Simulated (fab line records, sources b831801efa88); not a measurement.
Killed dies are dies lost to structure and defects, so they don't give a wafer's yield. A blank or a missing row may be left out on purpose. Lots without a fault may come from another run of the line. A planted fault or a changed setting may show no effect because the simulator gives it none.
fab line records | flow sky130
record lots=5 wafers=23
route steps=708 shown METAL3@532 CAPM@539 VIA3@575 METAL4@600 CAP2M@610 VIA4@641
start_h: hours from the record's first day to the start of the lot's first wafer shown | wait_h: hours since the lot's step before | " the same as in the row above | L1.1+2: a row that stands for several wafers | - no value, or no start given | * or withheld: withheld | < > ~ a bound
route shown NAME@n: a module of which the file shows steps, and the number in the route of the first | usual: mean/standard deviation of fault-free wafers | same: alike in all rows | chamber/n: place in a boat | sites: the reading at each site | _std_site: their standard deviation | _edge_site: outer sites' mean less inner sites' | radius_mm: how far each site lies from the wafer's centre | mask NAME#n: copy n | behind: the tool/chamber that last shaped the wafer | hold: why the lot was held/for how many hours/how that ended | device: the transistor (n, p or np) that didn't switch | end of line: the same wafers' tests at the end of the route | a step without rows: its recipe alone | killed: dies lost to structure and defects at the first sort, not the wafer's yield | map: a wafer's dies, x killed, . not, _ none there
set.NAME: the setting as run; set.NAME@STEP: as run at that earlier step | model.NAME: the simulator's own value behind a step, which no gauge read
lots whose settings were changed on purpose; a table a step, a row a wafer
## steps
# step SKY_METAL3_SPUTTER_00
# recipe material=Ti target_thk_nm=15 power_w=3000 time_s=10 chamber_pressure_pa=0.4
# columns lot.wafer tool chamber start_h wait_h set.time_s model.Ti_of_METAL3_SPUTTER_00.thk_nm
L076.1 pvd_sputter-03 - 920.98 0.1 10.88 16.18
L076.2 " - " " 10 15.02
L076.3 " - " " 10 14.79
L076.5 " - " " 10.88 16.37
L076.6 " - " " 10.88 16.14
L078.1 pvd_sputter-04 - 921.41 0.2 9.015 13.55
L078.3 " - " " 9.015 13.48
L078.4 " - " " 9.015 13.53
L078.5 " - " " 10 15.03
L078.6 " - " " 10 15.08
L083.1 pvd_sputter-01 - 923.86 0.2 10 14.95
L083.2 " - " " 10 15.07
L083.3 " - " " 8.557 12.71
L083.4 " - " " 10 14.93
L083.5 " - " " 8.557 12.87
L081.4+5 pvd_sputter-01 - 924.67 0.2 10 14.86
L081.6 " - " " 10 14.82
L084.1 pvd_sputter-03 - 994.46 0.2 9.407 13.9
L084.2+3 " - " " 9.407 13.97
L084.4 " - " " 10 14.88
L084.5 " - " " 10 14.93
# step SKY_CAPM_SPUTTER_02
# recipe material=TiN target_thk_nm=200 temp_c=300 power_w=6500 time_s=166.7 chamber_pressure_pa=0.4
# columns lot.wafer tool chamber start_h wait_h set.power_w model.TiN_of_CAPM_SPUTTER_02.thk_nm
L076.1 pvd_sputter-01 - 921.22 0.1 6500 197
L076.2 " - " " 7107 217.9
L076.3 " - " " 7107 217.5
L076.5 " - " " 7107 219.1
L076.6 " - " " 6500 200.9
L078.1 pvd_sputter-03 - 921.65 0.1 6500 200
L078.3 " - " " 6500 199.1
L078.4 " - " " 6500 200.2
L078.5 " - " " 6500 197.1
L078.6 " - " " 6500 199.3
L083.1 pvd_sputter-02 - 924.11 0.1 6049 185.7
L083.2 " - " " 6500 201.7
L083.3 " - " " 6500 201
L083.4 " - " " 6049 188.7
L083.5 " - " " 6049 186.5
L081.4 pvd_sputter-02 - 924.90 0.0 6500 199.2
L081.5 " - " " 6500 200.7
L081.6 " - " " 6500 198
L084.1 pvd_sputter-01 - 994.70 0.1 6500 198.5
L084.2 " - " " 6500 201.1
L084.3 " - " " 6500 200.2
L084.4 " - " " 6500 197.8
L084.5 " - " " 6500 199.3
# step SKY_CAPM_RS_MEAS_03
# recipe thk_meas_gauge=four-point-probe reads=TiN_of_CAPM_SPUTTER_02
# usual CAPM_TIN_RS=6.92/0.065
# columns lot.wafer tool chamber start_h wait_h set.power_w@CAPM_SPUTTER_02 CAPM_TIN_RS[ohm/sq]
L076.1 film_metro-02 - 921.34 0.1 6500 7.02
L076.2 " - " " 7107 6.34
L076.3 " - " " 7107 6.35
L076.5 " - " " 7107 6.29
L076.6 " - " " 6500 6.88
L078.1 film_metro-04 - 921.76 0.1 6500 6.91
L078.3 " - " " 6500 6.95
L078.4 " - " " 6500 6.91
L078.5 " - " " 6500 7.02
L078.6 " - " " 6500 6.94
L083.1 film_metro-03 - 924.22 0.1 6049 7.46
L083.2 " - " " 6500 6.84
L083.3 " - " " 6500 6.87
L083.4 " - " " 6049 7.32
L083.5 " - " " 6049 7.43
L081.4 film_metro-04 - 925.07 0.1 6500 6.94
L081.5 " - " " 6500 6.88
L081.6 " - " " 6500 6.98
L084.1 film_metro-04 - 994.81 0.1 6500 6.97
L084.2 " - " " 6500 6.87
L084.3 " - " " 6500 6.90
L084.4 " - " " 6500 7.00
L084.5 " - " " 6500 6.93
# step SKY_CAPM_THK_MEAS_04
# recipe thk_meas_gauge=xrf reads=TiN_of_CAPM_SPUTTER_02
# usual CAPM_TIN_THK=199.8/2
# columns lot.wafer tool chamber start_h wait_h set.power_w@CAPM_SPUTTER_02 CAPM_TIN_THK[nm]
L076.1 film_metro-02 - 921.46 0.1 6500 197.0
L076.2 " - " " 7107 217.8
L076.3 " - " " 7107 218.6
L076.5 " - " " 7107 219.6
L076.6 " - " " 6500 201.2
L078.1 film_metro-04 - 921.88 0.1 6500 201.8
L078.3 " - " " 6500 201.0
L078.4 " - " " 6500 201.8
L078.5 " - " " 6500 198.4
L078.6 " - " " 6500 199.8
L083.1 film_metro-03 - 924.34 0.1 6049 184.2
L083.2 " - " " 6500 200.5
L083.3 " - " " 6500 200.2
L083.4 " - " " 6049 188.0
L083.5 " - " " 6049 184.8
L081.4 film_metro-04 - 925.16 0.1 6500 200.1
L081.5 " - " " 6500 201.7
L081.6 " - " " 6500 199.9
L084.1 film_metro-04 - 994.93 0.1 6500 198.8
L084.2 " - " " 6500 202.5
L084.3 " - " " 6500 200.6
L084.4 " - " " 6500 198.8
L084.5 " - " " 6500 200.5
# step SKY_CAPM_DEHYDRATE_05
# recipe temp_c=200 time_s=60
# step SKY_CAPM_HMDS_06
# recipe prime_time_s=60 prime_temp_c=120
# step SKY_CAPM_DEVELOP_11
# recipe resist=NOVOLAK developer=TMAH develop_time_s=60 dev_temp_c=23
# step SKY_CAPM_METAL_ETCH_13
# recipe target_depth_nm=220 stop_on=SiO2 chemistry=Cl2/BCl3 target=TiN pressure_mtorr=10 icp_w=900 bias_w=48.5 Cl2_flow_sccm=60 bcl3_flow_sccm=30 time_s=62.9
# usual oes_product_au=0.941/0.0072
# columns lot.wafer tool chamber start_h wait_h set.power_w@CAPM_SPUTTER_02 oes_product_au
L076.1 rie_metal-01 0 945.31 0.0 6500 0.933
L076.2 " 1 " " 7107 0.985
L076.3 " 0 " " 7107 0.977
L076.5 " 1 " " 7107 0.992
L076.6 " 0 " " 6500 0.951
L078.1 rie_metal-03 1 945.61 0.0 6500 0.940
L078.3 " 1 " " 6500 0.940
L078.4 " 0 " " 6500 0.939
L078.5 " 0 " " 6500 0.934
L078.6 " 1 " " 6500 0.946
L083.1 rie_metal-01 1 948.49 0.0 6049 0.904
L083.2 " 0 " " 6500 0.946
L083.3 " 1 " " 6500 0.943
L083.4 " 0 " " 6049 0.908
L083.5 " 1 " " 6049 0.902
L081.4 rie_metal-02 0 949.49 0.0 6500 0.944
L081.5 " 1 " " 6500 0.941
L081.6 " 0 " " 6500 0.932
L084.1 rie_metal-02 1 1015.84 0.0 6500 0.942
L084.2 " 0 " " 6500 0.960
L084.3 " 0 " " 6500 0.945
L084.4 " 1 " " 6500 0.927
L084.5 " 0 " " 6500 0.937
# step SKY_VIA3_CMP_02
# recipe material=SiO2 down_force_psi=4 platen_rpm=60 pad_velocity_m_s=0.94248
# columns lot.wafer tool chamber start_h wait_h set.leave_above_ref_nm
L078.4+1+6 cmp-02 3,2,0 973.49 0.0 465
L078.3+5 " 0,3 " " 441.9
L076.2+3 cmp-01 1,3 973.89 0.3 465
L076.1+6+5 " 2,0,1 " " 436.5
L083.3+4+1+2+5 cmp-02 3,0,1,2,0 975.94 0.1 465
L081.4+5+6 cmp-02 0,2,3 977.66 0.3 465
L084.1+4 cmp-01 1,2 1039.45 0.1 465
L084.3+2+5 " 3,0,1 " " 448.6
# step SKY_VIA3_DEHYDRATE_04
# recipe temp_c=200 time_s=60
# step SKY_VIA3_ETCH_14
# recipe chemistry=N2/H2 target=BARC ion_energy_ev=200 source_w=500 bias_w=100 pressure_mtorr=30 n2_flow_sccm=100 h2_flow_sccm=200 stop_on=SiO2 time_s=45.9 target_depth_a=600
# step SKY_VIA3_ETCH_15
# recipe target=SiO2 chemistry=C4F8/O2/Ar target_depth_nm=507 stop_on=TiN mask_material=KrF-thick source_w=1500 bias_w=1200 pressure_mtorr=40 c4f8_flow_sccm=withheld O2_flow_sccm=6 Ar_flow_sccm=300 time_s=78
# usual oes_product_au=0.947/0.0044
# columns lot.wafer tool chamber start_h wait_h set.leave_above_ref_nm@VIA3_CMP_02 oes_product_au model.VIA3.feature_depth_nm
L078.1 rie_diel-02 1 1000.02 0.0 465 0.946 464.3
L078.3 " 3 " " 441.9 0.918 441
L078.4 " 2 " " 465 0.946 464.9
L078.5 " 3 " " 441.9 0.914 442.2
L078.6 " 0 " " 465 0.950 465
L076.1 rie_diel-03 1 1000.08 0.0 436.5 0.914 437
L076.2 " 0 " " 465 0.943 466.8
L076.3 " 2 " " 465 0.942 467.1
L076.5 " 2 " " 436.5 0.912 436.9
L076.6 " 1 " " 436.5 0.904 436.4
L083.1 rie_diel-03 2 1001.58 0.0 465 0.940 464.7
L083.2 " 0 " " 465 0.945 465.6
L083.3 " 1 " " 465 0.949 467.1
L083.4 " 1 " " 465 0.950 466.5
L083.5 " 0 " " 465 0.946 465.9
L081.4 rie_diel-02 3 1003.08 0.0 465 0.950 465
L081.5 " 0 " " 465 0.951 463.5
L081.6 " 3 " " 465 0.949 466.3
L084.1 rie_diel-02 1 1061.54 0.0 465 0.945 469
L084.2 " 0 " " 448.6 0.923 450.7
L084.3 " 3 " " 448.6 0.930 451.7
L084.4 " 2 " " 465 0.949 467.4
L084.5 " 0 " " 448.6 0.933 451.6
# step SKY_METAL4_SPUTTER_02
# recipe material=AlCu target_thk_nm=735 power_w=10600 time_s=39.1 chamber_pressure_pa=0.4
# columns lot.wafer tool chamber start_h wait_h set.time_s model.AlCu_of_METAL4_SPUTTER_02.thk_nm
L078.1 pvd_sputter-04 - 1001.39 0.0 39.1 737.3
L078.3 " - " " 41.8 786.9
L078.4 " - " " 39.1 739.3
L078.5 " - " " 41.8 782.2
L078.6 " - " " 41.8 776.7
L076.1 pvd_sputter-04 - 1001.69 0.0 39.1 719.1
L076.2 " - " " 39.1 718.1
L076.3 " - " " 39.1 723.3
L076.5 " - " " 39.1 726.9
L076.6 " - " " 39.1 720.6
L083.1 pvd_sputter-04 - 1003.04 0.0 39.1 723.7
L083.2 " - " " 36.66 679.3
L083.3 " - " " 39.1 721.9
L083.4 " - " " 36.66 685.4
L083.5 " - " " 39.1 721.8
L081.4 pvd_sputter-04 - 1004.44 0.0 39.1 714.9
L081.5 " - " " 39.1 716.3
L081.6 " - " " 39.1 718.9
L084.1 pvd_sputter-01 - 1062.93 0.0 39.1 725.5
L084.2 " - " " 39.1 743.9
L084.3 " - " " 34.84 650.5
L084.4 " - " " 34.84 654.4
L084.5 " - " " 34.84 648.5
# step SKY_METAL4_SPUTTER_04
# recipe material=TiN target_thk_nm=70 power_w=6500 time_s=58.3 chamber_pressure_pa=0.4
# columns lot.wafer tool chamber start_h wait_h set.power_w model.TiN_of_METAL4_SPUTTER_04.thk_nm
L078.1 pvd_sputter-04 - 1001.44 0.0 6053 63.68
L078.3 " - " " 6053 63.87
L078.4 " - " " 6053 63.76
L078.5 " - " " 6500 68.83
L078.6 " - " " 6500 69.16
L076.1 pvd_sputter-04 - 1001.74 0.0 6500 70.22
L076.2 " - " " 6500 70.31
L076.3 " - " " 6500 70.61
L076.5 " - " " 6500 70.13
L076.6 " - " " 6500 70.32
L083.1 pvd_sputter-04 - 1003.09 0.0 6500 68.76
L083.2 " - " " 6500 68.62
L083.3 " - " " 6500 69.6
L083.4 " - " " 6065 64.88
L083.5 " - " " 6065 64.99
L081.4 pvd_sputter-04 - 1004.50 0.0 6500 69.25
L081.5 " - " " 6500 69.34
L081.6 " - " " 6500 69.18
L084.1 pvd_sputter-01 - 1062.99 0.0 5794 61.65
L084.2 " - " " 5794 61.61
L084.3 " - " " 6500 69.63
L084.4 " - " " 5794 61.42
L084.5 " - " " 6500 69.59
# step SKY_CAP2M_COAT_07
# recipe resist=NOVOLAK spin_rpm=3000 resist_thk_nm=1140
# columns lot.wafer tool chamber start_h wait_h set.resist_thk_nm model.NOVOLAK_of_CAP2M_COAT_07.thk_nm
L078.1 litho_track-03 0 1010.44 0.1 1085 1081
L078.3 " 0 " " 1140 1134
L078.4+6 " 0 " " 1140 1135
L078.5 " 0 " " 1085 1080
L076.1 litho_track-04 0 1011.01 0.1 1161 1162
L076.2 " 0 " " 1161 1160
L076.3+5 " 0 " " 1140 1141
L076.6 " 0 " " 1140 1139
L083.1 litho_track-04 0 1012.81 0.1 1118 1116
L083.2+4 " 0 " " 1140 1139
L083.3 " 0 " " 1140 1135
L083.5 " 0 " " 1118 1113
L081.4 litho_track-01 0 1014.60 0.1 1140 1145
L081.5 " 0 " " 1140 1142
L081.6 " 0 " " 1140 1146
L084.1 litho_track-04 0 1074.11 0.1 1097 1093
L084.2 " 0 " " 1097 1098
L084.3 " 0 " " 1097 1096
L084.4 " 0 " " 1140 1137
L084.5 " 0 " " 1140 1139
# step SKY_CAP2M_METAL_ETCH_13
# recipe target_depth_nm=220 stop_on=SiO2 chemistry=Cl2/BCl3 target=TiN pressure_mtorr=10 icp_w=900 bias_w=48.5 Cl2_flow_sccm=60 bcl3_flow_sccm=30 time_s=62.9
# columns lot.wafer tool chamber start_h wait_h set.time_s model.SiO2_of_CAP2M_CVD_00.thk_nm
L078.1 rie_metal-03 0 1022.31 0.0 67.67 13.59
L078.3 " 1 " " 67.67 13.74
L078.4 " 0 " " 62.9 15.5
L078.5 " 1 " " 62.9 15.65
L078.6 " 0 " " 67.67 13.64
L076.1 rie_metal-02 1 1022.91 0.0 62.9 15.32
L076.2 " 0 " " 62.9 15.37
L076.3 " 1 " " 62.9 15.53
L076.5 " 0 " " 62.9 15.25
L076.6 " 1 " " 62.9 15.77
L083.1 rie_metal-02 0 1024.43 0.0 69.15 13.25
L083.2 " 1 " " 62.9 15.23
L083.3 " 1 " " 62.9 15.57
L083.4 " 0 " " 69.15 13.42
L083.5 " 0 " " 62.9 15.51
L081.4 rie_metal-03 1 1025.55 0.0 62.9 15.66
L081.5 " 0 " " 62.9 15.58
L081.6 " 1 " " 62.9 15.53
L084.1 rie_metal-03 0 1084.39 0.0 59.79 15.71
L084.2 " 1 " " 62.9 15.33
L084.3 " 1 " " 62.9 15.34
L084.4 " 0 " " 62.9 15.46
L084.5 " 0 " " 59.79 15.82
# step SKY_CAP2M_STRIP_14
# recipe chemistry=O2/N2 power_w=1400 pressure_mtorr=1500 platen_temp_c=withheld o2_flow_sccm=3000 n2_flow_sccm=300 overash_fraction=0.5
# usual strip_time_to_endpoint_s=12.65/0.058
# columns lot.wafer tool chamber start_h wait_h set.resist_thk_nm@CAP2M_COAT_07 strip_time_to_endpoint_s
L078.1 plasma_asher-03 1 1022.39 0.1 1085 11.85
L078.3 " 0 " " 1140 12.49
L078.4 " 1 " " 1140 12.62
L078.5 " 1 " " 1085 11.98
L078.6 " 0 " " 1140 12.51
L076.1 plasma_asher-04 0 1022.99 0.1 1161 12.85
L076.2 " 1 " " 1161 12.79
L076.3 " 1 " " 1140 12.66
L076.5 " 0 " " 1140 12.65
L076.6 " 1 " " 1140 12.65
L083.1 plasma_asher-02 1 1024.50 0.1 1118 12.16
L083.2 " 0 " " 1140 12.62
L083.3 " 0 " " 1140 12.56
L083.4 " 1 " " 1140 12.43
L083.5 " 1 " " 1118 12.30
L081.4 plasma_asher-03 0 1025.64 0.1 1140 12.73
L081.5 " 0 " " 1140 12.70
L081.6 " 1 " " 1140 12.74
L084.1 plasma_asher-04 0 1084.47 0.1 1097 12.21
L084.2 " 1 " " 1097 12.18
L084.3 " 1 " " 1097 12.15
L084.4 " 0 " " 1140 12.64
L084.5 " 1 " " 1140 12.74
# step SKY_CAP2M_STRIP_15
# recipe chemistry=post_etch_residue_remover time_s=1200 temp_c=72.5
# step SKY_CAP2M_CLEAN_16
# recipe chemistry=IPA time_s=180 temp_c=25
# step SKY_METAL4_DESCUM_15
# recipe chemistry=O2 source_power_w=150 bias_power_w=0 pressure_mtorr=10 temp_c=40 time_s=8
# step SKY_METAL4_ETCH_16
# recipe chemistry=N2/H2 target=BARC ion_energy_ev=200 bias_w=100 pressure_mtorr=30 n2_flow_sccm=100 h2_flow_sccm=200 icp_w=500 stop_on=SiO2 time_s=88.2 target_depth_a=600
# step SKY_METAL4_ETCH_17
# recipe target=SiO2 stop_on=TiN chemistry=C4F8/O2/Ar source_w=1500 bias_w=1200 pressure_mtorr=40 c4f8_flow_sccm=withheld O2_flow_sccm=6 Ar_flow_sccm=300 time_s=3.9 target_depth_a=150
# usual oes_product_au=0.753/0.0071
# columns lot.wafer tool chamber start_h wait_h set.time_s@CAP2M_METAL_ETCH_13 oes_product_au
L078.1 rie_diel-02 1 1045.89 0.1 67.67 0.705
L078.3 " 2 " " 67.67 0.705
L078.4 " 2 " " 62.9 0.762
L078.5 " 0 " " 62.9 0.758
L078.6 " 1 " " 67.67 0.705
L076.1 rie_diel-02 0 1047.11 0.1 62.9 0.747
L076.2 " 1 " " 62.9 0.750
L076.3 " 2 " " 62.9 0.750
L076.5 " 2 " " 62.9 0.748
L076.6 " 0 " " 62.9 0.752
L083.1 rie_diel-01 1 1048.86 0.1 69.15 0.709
L083.2 " 0 " " 62.9 0.743
L083.3 " 2 " " 62.9 0.755
L083.4 " 3 " " 69.15 0.708
L083.5 " 2 " " 62.9 0.750
L081.4 rie_diel-02 0 1049.82 0.0 62.9 0.760
L081.5 " 1 " " 62.9 0.750
L081.6 " 0 " " 62.9 0.746
L084.1 rie_diel-03 3 1106.99 0.1 59.79 0.764
L084.2 " 1 " " 62.9 0.755
L084.3 " 2 " " 62.9 0.749
L084.4 " 2 " " 62.9 0.756
L084.5 " 3 " " 59.79 0.754
# step SKY_METAL4_METAL_ETCH_18
# recipe target_depth_a=8450 stop_on=SiO2 over_etch_frac=0.3 time_s=183.1 chemistry=Cl2/BCl3 resist_sidewall_deg=88 pressure_mtorr=10 icp_w=900 bias_w=48.5 Cl2_flow_sccm=60 bcl3_flow_sccm=30
# usual oes_product_au=0.865/0.0066
# columns lot.wafer tool chamber start_h wait_h set.time_s@METAL4_SPUTTER_02 oes_product_au
L078.1 rie_metal-03 0 1045.91 0.0 39.1 0.869
L078.3 " 1 " " 41.8 0.884
L078.4 " 0 " " 39.1 0.866
L078.5 " 0 " " 41.8 0.893
L078.6 " 1 " " 41.8 0.890
L076.1 rie_metal-01 0 1047.13 0.0 39.1 0.860
L076.2 " 1 " " 39.1 0.857
L076.3 " 1 " " 39.1 0.861
L076.5 " 1 " " 39.1 0.871
L076.6 " 0 " " 39.1 0.857
L083.1 rie_metal-03 1 1048.88 0.0 39.1 0.861
L083.2 " 0 " " 36.66 0.840
L083.3 " 1 " " 39.1 0.860
L083.4 " 0 " " 36.66 0.841
L083.5 " 0 " " 39.1 0.848
L081.4 rie_metal-01 1 1049.90 0.1 39.1 0.852
L081.5 " 1 " " 39.1 0.852
L081.6 " 0 " " 39.1 0.860
L084.1 rie_metal-04 1 1107.01 0.0 39.1 0.860
L084.2 " 0 " " 39.1 0.860
L084.3 " 1 " " 34.84 0.818
L084.4 " 0 " " 34.84 0.815
L084.5 " 0 " " 34.84 0.820
# step SKY_VIA4_CMP_02
# recipe material=SiO2 down_force_psi=4 platen_rpm=60 pad_velocity_m_s=0.94248
# columns lot.wafer tool chamber start_h wait_h set.leave_above_ref_nm model.SiO2_of_VIA4_HDPCVD_00.thk_nm
L078.4 cmp-01 2 1046.93 0.0 580 581.5
L078.3 " 3 " " 560 561.9
L078.1 " 0 " " 580 581.4
L078.6 " 2 " " 560 560.6
L078.5 " 3 " " 580 581.8
L076.1 cmp-01 1 1048.14 0.1 545.4 544.4
L076.3 " 3 " " 580 580.1
L076.2 " 0 " " 580 579.6
L076.6 " 1 " " 580 579.2
L076.5 " 2 " " 545.4 545.4
L083.4 cmp-01 2 1049.93 0.0 618.5 619.4
L083.3 " 3 " " 618.5 620.7
L083.2 " 0 " " 580 580.4
L083.1 " 1 " " 580 581.3
L083.5 " 3 " " 618.5 619.9
L081.4 cmp-02 3 1050.99 0.1 580 581.5
L081.6 " 1 " " 580 578.7
L081.5 " 2 " " 580 580.7
L084.2 cmp-01 0 1108.09 0.0 613.4 614.6
L084.1 " 1 " " 580 580.8
L084.4 " 2 " " 580 581.9
L084.3 " 3 " " 580 581.6
L084.5 " 0 " " 613.4 613.6
## key
split step=SKY_METAL3_SPUTTER_00 setting=time_s stated=10 by=wafer
response step=SKY_METAL3_SPUTTER_00 reading=model.Ti_of_METAL3_SPUTTER_00.thk_nm change=+0.153 per=1% r=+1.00
split step=SKY_CAPM_SPUTTER_02 setting=power_w stated=6500 by=wafer
response step=SKY_CAPM_SPUTTER_02 reading=model.TiN_of_CAPM_SPUTTER_02.thk_nm change=+2.06 per=1% r=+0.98
response step=SKY_CAPM_RS_MEAS_03 reading=CAPM_TIN_RS change=-0.071 per=1% r=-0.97
response step=SKY_CAPM_THK_MEAS_04 reading=CAPM_TIN_THK change=+2.1 per=1% r=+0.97
response step=SKY_CAPM_METAL_ETCH_13 reading=oes_product_au change=+0.00501 per=1% r=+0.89
split step=SKY_VIA3_CMP_02 setting=leave_above_ref_nm stated=465 by=wafer
response step=SKY_VIA3_ETCH_15 reading=oes_product_au change=+0.00558 per=1% r=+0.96
response step=SKY_VIA3_ETCH_15 reading=model.VIA3.feature_depth_nm change=+4.81 per=1% r=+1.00
split step=SKY_METAL4_SPUTTER_02 setting=time_s stated=39.1 by=wafer
response step=SKY_METAL4_SPUTTER_02 reading=model.AlCu_of_METAL4_SPUTTER_02.thk_nm change=+7.12 per=1% r=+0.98
response step=SKY_METAL4_METAL_ETCH_18 reading=oes_product_au change=+0.00343 per=1% r=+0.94
split step=SKY_METAL4_SPUTTER_04 setting=power_w stated=6500 by=wafer
response step=SKY_METAL4_SPUTTER_04 reading=model.TiN_of_METAL4_SPUTTER_04.thk_nm change=+0.717 per=1% r=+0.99
split step=SKY_CAP2M_COAT_07 setting=resist_thk_nm stated=1140 by=wafer
response step=SKY_CAP2M_COAT_07 reading=model.NOVOLAK_of_CAP2M_COAT_07.thk_nm change=+11.3 per=1% r=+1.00
response step=SKY_CAP2M_STRIP_14 reading=strip_time_to_endpoint_s change=* per=1% r=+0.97
split step=SKY_CAP2M_METAL_ETCH_13 setting=time_s stated=62.9 by=wafer
response step=SKY_CAP2M_METAL_ETCH_13 reading=model.SiO2_of_CAP2M_CVD_00.thk_nm change=-0.206 per=1% r=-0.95
response step=SKY_METAL4_ETCH_17 reading=oes_product_au change=-0.00473 per=1% r=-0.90
split step=SKY_VIA4_CMP_02 setting=leave_above_ref_nm stated=580 by=wafer
response step=SKY_VIA4_CMP_02 reading=model.SiO2_of_VIA4_HDPCVD_00.thk_nm change=+5.82 per=1% r=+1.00
